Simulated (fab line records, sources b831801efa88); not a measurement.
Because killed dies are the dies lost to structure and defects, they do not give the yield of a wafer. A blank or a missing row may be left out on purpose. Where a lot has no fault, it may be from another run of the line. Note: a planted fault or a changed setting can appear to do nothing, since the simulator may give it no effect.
Matching of chambers -- flow gf180mcu -- cmp-02 running GF_V4_CMP_26: 4 sister chambers
The step polishes, stops on SiO2, t overpolish 15 s, target thk 0 nm. 8 wafers are shown with their chamber, then 9 later ones without.

== WAFERS, EACH WITH ITS CHAMBER ==
wafer,chamber,motor current A (A),time to endpoint s (s)
L670.1,0,12.0,87
L673.3,1,10.5,83
L673.4,3,9.8,91
L678.1,1,10.5,85
L678.5,2,10.6,87
L679.1,0,11.9,94
L679.2,3,9.6,93
L679.4,2,10.8,89

== WAFERS WHOSE CHAMBER IS MISSING ==
wafer,motor current A (A),time to endpoint s (s)
L680.3,11.4,94
L680.4,10.8,85
L680.6,9.5,89
L681.1,10.9,79
L681.4,9.3,90
L681.5,11.8,92
L682.2,10.4,85
L682.4,12.1,88
L682.6,10.6,82

== THE CHAMBER EACH PASSED THROUGH ==
wafer,from the rows above,in truth
L680.3,can't be placed: 0 or 2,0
L680.4,can't be placed: 2 or 1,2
L680.6,3,3
L681.1,can't be placed: 2 or 1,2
L681.4,3,3
L681.5,0,0
L682.2,1,1
L682.4,0,0
L682.6,can't be placed: 1 or 2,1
5 of 9 placed correctly. Unplaceable from these rows: 4, with the true chamber sitting among the candidates in 4. Wrongly placed: 0.
How it was worked out, from the rows above alone: a wafer's distance from a chamber is the root of the sum, over the readings, of the square of ((its reading less the chamber's mean) divided by the reading's scatter). If the next closest chamber is less than 2 further off than the closest, the wafer can't be placed; otherwise it belongs to the closest. The mean given for a chamber averages the wafers shown for that chamber. How the scatter is found: for the shown wafers, subtract from each reading the mean of its chamber, square and add these, divide the total by (wafers less chambers), then take the root.
